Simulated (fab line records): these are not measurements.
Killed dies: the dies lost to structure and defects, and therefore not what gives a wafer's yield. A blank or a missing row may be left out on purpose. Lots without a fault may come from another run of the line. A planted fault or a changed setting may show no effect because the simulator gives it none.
Matching of chambers :: flow gf180mcu :: GF_V1_CVD_00 on hdpcvd-01: 3 sister chambers
The step deposits SiO2, target thk 600 nm, time 97.07 s. 18 wafers are shown with their chamber, then 9 later ones without.

== WAFERS WITH THEIR CHAMBER ==
wafer: L577.4
chamber: 0
susceptor_temp_C (C): 399.94
run_length_s (s): 127.9
sih4_flow_sccm (sccm): 59.86

wafer: L577.5
chamber: 1
susceptor_temp_C (C): 400.30
run_length_s (s): 128.1
sih4_flow_sccm (sccm): 60.07

wafer: L577.6
chamber: 2
susceptor_temp_C (C): 400.24
run_length_s (s): 128.7
sih4_flow_sccm (sccm): 59.82

wafer: L578.1
chamber: 1
susceptor_temp_C (C): 400.21
run_length_s (s): 128.2
sih4_flow_sccm (sccm): 59.96

wafer: L578.2
chamber: 2
susceptor_temp_C (C): 399.84
run_length_s (s): 128.0
sih4_flow_sccm (sccm): 60.14

wafer: L578.3
chamber: 0
susceptor_temp_C (C): 399.82
run_length_s (s): 127.8
sih4_flow_sccm (sccm): 59.91

wafer: L579.1
chamber: 0
susceptor_temp_C (C): 400.07
run_length_s (s): 127.9
sih4_flow_sccm (sccm): 59.77

wafer: L579.4
chamber: 1
susceptor_temp_C (C): 400.00
run_length_s (s): 127.9
sih4_flow_sccm (sccm): 59.98

wafer: L579.5
chamber: 2
susceptor_temp_C (C): 400.27
run_length_s (s): 127.8
sih4_flow_sccm (sccm): 60.20

wafer: L584.1
chamber: 1
susceptor_temp_C (C): 400.01
run_length_s (s): 128.4
sih4_flow_sccm (sccm): 60.09

wafer: L584.4
chamber: 1
susceptor_temp_C (C): 400.31
run_length_s (s): 127.9
sih4_flow_sccm (sccm): 60.14

wafer: L584.5
chamber: 0
susceptor_temp_C (C): 399.87
run_length_s (s): 128.1
sih4_flow_sccm (sccm): 59.83

wafer: L585.1
chamber: 1
susceptor_temp_C (C): 400.53
run_length_s (s): 128.0
sih4_flow_sccm (sccm): 60.25

wafer: L585.4
chamber: 1
susceptor_temp_C (C): 400.01
run_length_s (s): 128.1
sih4_flow_sccm (sccm): 60.23

wafer: L585.5
chamber: 2
susceptor_temp_C (C): 399.82
run_length_s (s): 127.9
sih4_flow_sccm (sccm): 60.01

wafer: L587.2
chamber: 1
susceptor_temp_C (C): 399.86
run_length_s (s): 127.9
sih4_flow_sccm (sccm): 59.84

wafer: L587.3
chamber: 0
susceptor_temp_C (C): 399.77
run_length_s (s): 128.1
sih4_flow_sccm (sccm): 60.50

wafer: L587.4
chamber: 2
susceptor_temp_C (C): 399.98
run_length_s (s): 128.0
sih4_flow_sccm (sccm): 60.02

SIGNATURES (averages over the wafers above)
reading: susceptor_temp_C
chamber 0: 399.8940
chamber 1: 400.1538
chamber 2: 400.0300
scatter within a chamber: 0.197

reading: run_length_s
chamber 0: 127.960
chamber 1: 128.062
chamber 2: 128.080
scatter within a chamber: 0.231

reading: sih4_flow_sccm
chamber 0: 59.9740
chamber 1: 60.0700
chamber 2: 60.0380
scatter within a chamber: 0.196
Rule: distance of a wafer from a chamber = root of the sum over the readings of ((wafer's reading minus chamber's mean) / reading's scatter) squared. The wafer belongs to the nearest chamber; if the next one is less than 2 further off, it can't be placed. How the scatter is found: for the shown wafers, subtract from each reading the mean of its chamber, square and add these, divide the total by (wafers less chambers), then take the root.

== WAFERS MISSING THEIR CHAMBER ==
wafer: L589.1
susceptor_temp_C (C): 400.19
run_length_s (s): 128.4
sih4_flow_sccm (sccm): 59.95

wafer: L589.3
susceptor_temp_C (C): 400.11
run_length_s (s): 128.2
sih4_flow_sccm (sccm): 60.29

wafer: L589.4
susceptor_temp_C (C): 399.86
run_length_s (s): 128.2
sih4_flow_sccm (sccm): 60.03

wafer: L594.3
susceptor_temp_C (C): 400.06
run_length_s (s): 128.2
sih4_flow_sccm (sccm): 60.00

wafer: L594.4
susceptor_temp_C (C): 400.27
run_length_s (s): 127.9
sih4_flow_sccm (sccm): 60.12

wafer: L594.6
susceptor_temp_C (C): 400.22
run_length_s (s): 128.2
sih4_flow_sccm (sccm): 59.88

wafer: L600.2
susceptor_temp_C (C): 399.76
run_length_s (s): 127.8
sih4_flow_sccm (sccm): 60.04

wafer: L600.5
susceptor_temp_C (C): 400.23
run_length_s (s): 128.1
sih4_flow_sccm (sccm): 60.17

wafer: L600.6
susceptor_temp_C (C): 399.94
run_length_s (s): 128.1
sih4_flow_sccm (sccm): 60.12

== EACH ONE'S CHAMBER ==
wafer: L589.1
from the rows above: can't be placed: 1 or 2 or 0
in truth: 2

wafer: L589.3
from the rows above: can't be placed: 1 or 2 or 0
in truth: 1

wafer: L589.4
from the rows above: can't be placed: 2 or 0 or 1
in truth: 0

wafer: L594.3
from the rows above: can't be placed: 2 or 1 or 0
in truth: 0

wafer: L594.4
from the rows above: can't be placed: 1 or 2 or 0
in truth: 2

wafer: L594.6
from the rows above: can't be placed: 1 or 2 or 0
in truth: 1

wafer: L600.2
from the rows above: can't be placed: 0 or 2 or 1
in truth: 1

wafer: L600.5
from the rows above: can't be placed: 1 or 2 or 0
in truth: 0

wafer: L600.6
from the rows above: can't be placed: 2 or 0 or 1
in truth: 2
Correctly placed: 0 of 9. Cannot be placed on the basis of these rows: 9; the candidates contain the true chamber in 9. 0 placed wrongly.
